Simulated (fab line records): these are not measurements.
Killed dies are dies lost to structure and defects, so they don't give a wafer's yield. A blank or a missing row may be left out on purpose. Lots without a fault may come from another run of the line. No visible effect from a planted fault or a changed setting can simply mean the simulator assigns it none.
Which of the tools did it? | flow gf180mcu | 12 lots with 36 wafers sampled at 5 steps, on a route of 602 steps

== WHAT EACH GAUGE READ, for each wafer ==
GF_VT_IMPLANT_RS_MEAS_47: measures by four-point-probe. Usual: for NWELL_RS the level is 488.0 ohm/sq and the standard deviation is 1.5.
lot  | measured     | on           | NWELL_RS (ohm/sq) | flag
L358 | day 7 13:43  | filmMetro-03 | 489.8 488.6 490.5 | 
L359 | day 8 00:02  | filmMetro-03 | 487.6 487.2 488.6 | 
L360 | day 8 04:22  | filmMetro-03 | 488.1 486.9 487.7 | 
L363 | day 9 02:45  | filmMetro-03 | 484.4 487.0 486.9 | 
L364 | day 9 05:00  | filmMetro-03 | 487.4 488.2 487.8 | 
L365 | day 9 22:38  | filmMetro-03 | 489.6 488.7 489.9 | 
L373 | day 11 23:47 | filmMetro-01 | 488.6 487.6 489.5 | 
L375 | day 12 11:19 | filmMetro-03 | 485.6 484.8 484.0 | 
L376 | day 12 20:34 | filmMetro-01 | 488.5 488.6 488.1 | 
L378 | day 13 07:30 | filmMetro-01 | 487.8 487.5 487.0 | 
L380 | day 13 22:03 | filmMetro-01 | 486.3 486.1 485.5 | 
L381 | day 14 03:34 | filmMetro-04 | 487.4 486.9 486.4 | 

GF_HV_LDD_OVL_MEAS_47. Usual: for HV_LDD_03_OVL the level is -0.7 nm and the standard deviation is 1.3.
lot  | measured     | on         | HV_LDD_03_OVL (nm) | flag
L358 | day 12 09:59 | overlay-01 | 1.5 1.4 0.7        | 
L359 | day 13 00:48 | overlay-02 | -0.1 0.4 0.5       | 
L360 | day 13 03:10 | overlay-02 | -2.4 -2.5 -2.3     | 
L363 | day 14 08:33 | overlay-02 | -0.7 -0.5 -2.6     | 
L364 | day 14 10:21 | overlay-01 | -0.5 0.1 -1.5      | 
L365 | day 15 07:29 | overlay-02 | -2.6 -2.3 -2.7     | 
L373 | day 17 16:41 | overlay-02 | -1.5 -1.4 -2.1     | 
L375 | day 18 07:41 | overlay-01 | 1.5 1.9 1.9        | 
L376 | day 18 20:59 | overlay-02 | 1.4 1.5 0.6        | 
L378 | day 19 08:35 | overlay-02 | 0.5 -1.0 -0.9      | 
L380 | day 20 00:47 | overlay-01 | -1.9 -2.7 -2.4     | 
L381 | day 20 07:09 | overlay-02 | -0.5 -2.0 -1.3     | 

GF_HV_LDD_THK_MEAS_57. Usual: for HV_LDD_CVD_56_THK the level is 90.2 nm and the standard deviation is 0.98.
lot  | measured     | on           | HV_LDD_CVD_56_THK (nm) | flag
L358 | day 12 13:08 | filmMetro-04 | 90.7 91.1 90.2         | 
L359 | day 13 03:56 | filmMetro-04 | 90.5 90.5 89.8         | 
L360 | day 13 06:28 | filmMetro-03 | 90.2 90.0 88.9         | 
L363 | day 14 12:22 | filmMetro-04 | 103.9 103.9 103.4      | OFF
L364 | day 14 15:21 | filmMetro-01 | 104.3 104.3 105.5      | OFF
L365 | day 15 10:36 | filmMetro-04 | 91.3 91.6 91.4         | 
L373 | day 17 19:47 | filmMetro-01 | 89.7 89.6 90.3         | 
L375 | day 18 10:47 | filmMetro-01 | 88.1 88.8 89.3         | 
L376 | day 19 00:05 | filmMetro-04 | 89.3 89.1 88.1         | 
L378 | day 19 12:25 | filmMetro-03 | 89.4 89.6 89.5         | 
L380 | day 20 03:53 | filmMetro-04 | 89.3 88.7 89.1         | 
L381 | day 20 10:15 | filmMetro-03 | 89.6 89.4 89.7         | 

== EACH LOT AND THE TOOL THAT RAN IT (in order: tool; ch and the chambers of the sampled wafers; start) ==
lot  | GF_HV_LDD_STRIP_22                  | GF_HV_LDD_CVD_56
L358 | plasmaAsher-02 ch 0,1, day 10 20:08 | lpcvd-01 ch 0, day 12 11:42
L359 | plasmaAsher-02 ch 0,1, day 11 09:44 | lpcvd-02 ch 1, day 13 02:31
L360 | plasmaAsher-02 ch 0,1, day 11 10:47 | lpcvd-02 ch 1, day 13 05:01
L363 | plasmaAsher-01 ch 0,1, day 12 15:16 | lpcvd-01 ch 1, day 14 10:12
L364 | plasmaAsher-04 ch 0,1, day 12 16:32 | lpcvd-01 ch 0, day 14 13:13
L365 | plasmaAsher-01 ch 0,1, day 13 12:38 | lpcvd-02 ch 1, day 15 09:11
L373 | plasmaAsher-01 ch 0,1, day 15 18:14 | lpcvd-01 ch 1, day 17 18:22
L375 | plasmaAsher-04 ch 0,1, day 16 07:14 | lpcvd-02 ch 0, day 18 09:21
L376 | plasmaAsher-04 ch 0,1, day 16 20:11 | lpcvd-01 ch 0, day 18 22:39
L378 | plasmaAsher-02 ch 0,1, day 17 07:29 | lpcvd-01 ch 0, day 19 10:16
L380 | plasmaAsher-01 ch 0,1, day 17 22:59 | lpcvd-01 ch 1, day 20 02:27
L381 | plasmaAsher-04 ch 0,1, day 18 04:44 | lpcvd-01 ch 0, day 20 08:49
- GF_HV_LDD_STRIP_22: strips in O2/N2.
- GF_HV_LDD_CVD_56: deposits Si3N4 from DCS/NH3, target thk 90 nm, time 1543 s.

== WHAT THE TOOLS THEMSELVES READ (means of the sampled wafers that have a number; where no wafer has one, the mark that the record gives instead) ==
GF_HV_LDD_STRIP_22. Usual: drypumpMotorCurrentA 5.5 A, standard deviation 0.31; heaterPowerW 327 W, standard deviation 39; o2FlowSccm 3001 sccm, standard deviation 9.2; oesProductAu 0.716 a.u., standard deviation 0.0044; stripTimeToEndpointS 12.63 s, standard deviation 0.031.
lot  | tool           | drypumpMotorCurrentA (A) | heaterPowerW (W) | o2FlowSccm (sccm) | oesProductAu (a.u.) | stripTimeToEndpointS (s) | flag
L358 | plasmaAsher-02 | 5.5                      | 290              | 3004              | 0.715               | 12.60                    | 
L359 | plasmaAsher-02 | 5.5                      | 294              | 2998              | 0.717               | 12.62                    | 
L360 | plasmaAsher-02 | 5.5                      | 288              | 2998              | 0.714               | 12.63                    | 
L363 | plasmaAsher-01 | 5.7                      | 378              | 2999              | 0.717               | 12.65                    | 
L364 | plasmaAsher-04 | 5.3                      | 297              | 3002              | 0.716               | 12.59                    | 
L365 | plasmaAsher-01 | 5.7                      | 372              | 3006              | 0.716               | 12.62                    | 
L373 | plasmaAsher-01 | 5.6                      | 378              | 3013              | 0.720               | 12.62                    | 
L375 | plasmaAsher-04 | 5.2                      | 304              | 3005              | 0.719               | 12.65                    | 
L376 | plasmaAsher-04 | 5.1                      | 312              | 3003              | 0.718               | 12.65                    | 
L378 | plasmaAsher-02 | 5.5                      | 288              | 2994              | 0.716               | 12.63                    | 
L380 | plasmaAsher-01 | 5.8                      | 370              | 2997              | 0.715               | 12.63                    | 
L381 | plasmaAsher-04 | 5.0                      | 316              | 2999              | 0.716               | 12.63                    | 

GF_HV_LDD_CVD_56. Usual: susceptorTempC 770.0 C, standard deviation 0.31.
lot  | tool     | susceptorTempC (C) | flag
L358 | lpcvd-01 | 770.0              | 
L359 | lpcvd-02 | 770.5              | 
L360 | lpcvd-02 | 770.0              | 
L363 | lpcvd-01 | 770.1              | 
L364 | lpcvd-01 | 769.8              | 
L365 | lpcvd-02 | 769.8              | 
L373 | lpcvd-01 | 770.0              | 
L375 | lpcvd-02 | 769.9              | 
L376 | lpcvd-01 | 769.9              | 
L378 | lpcvd-01 | 769.7              | 
L380 | lpcvd-01 | 770.0              | 
L381 | lpcvd-01 | 769.5              | 

== THE ANSWER, worked out from the rows above alone ==
Rule: take the mean of a lot's wafers that have a number; if it is more than 3 standard deviations from the usual mean, the lot is off. A lot without any number at a reading at which 4 lots or more have one is off too. Any other lot the step has rows for is counted as sound. The gauges are gone through in route order, then the tools' own readings, and for those a lot's mean is taken as printed above. At the first step where some lot is off, the reading lying furthest off is the one used; lots without a number count as furthest.
Off: at GF_HV_LDD_THK_MEAS_57 (HV_LDD_CVD_56_THK), L363, L364.
A tool fits if, at a process step before that reading, it ran every lot that is off, and no sound lot after the first of them. The gauges at GF_HV_LDD_THK_MEAS_57 are tried like those tools. Of those tried, none fits.

== WHAT THE SIMULATOR HAD INSERTED ==
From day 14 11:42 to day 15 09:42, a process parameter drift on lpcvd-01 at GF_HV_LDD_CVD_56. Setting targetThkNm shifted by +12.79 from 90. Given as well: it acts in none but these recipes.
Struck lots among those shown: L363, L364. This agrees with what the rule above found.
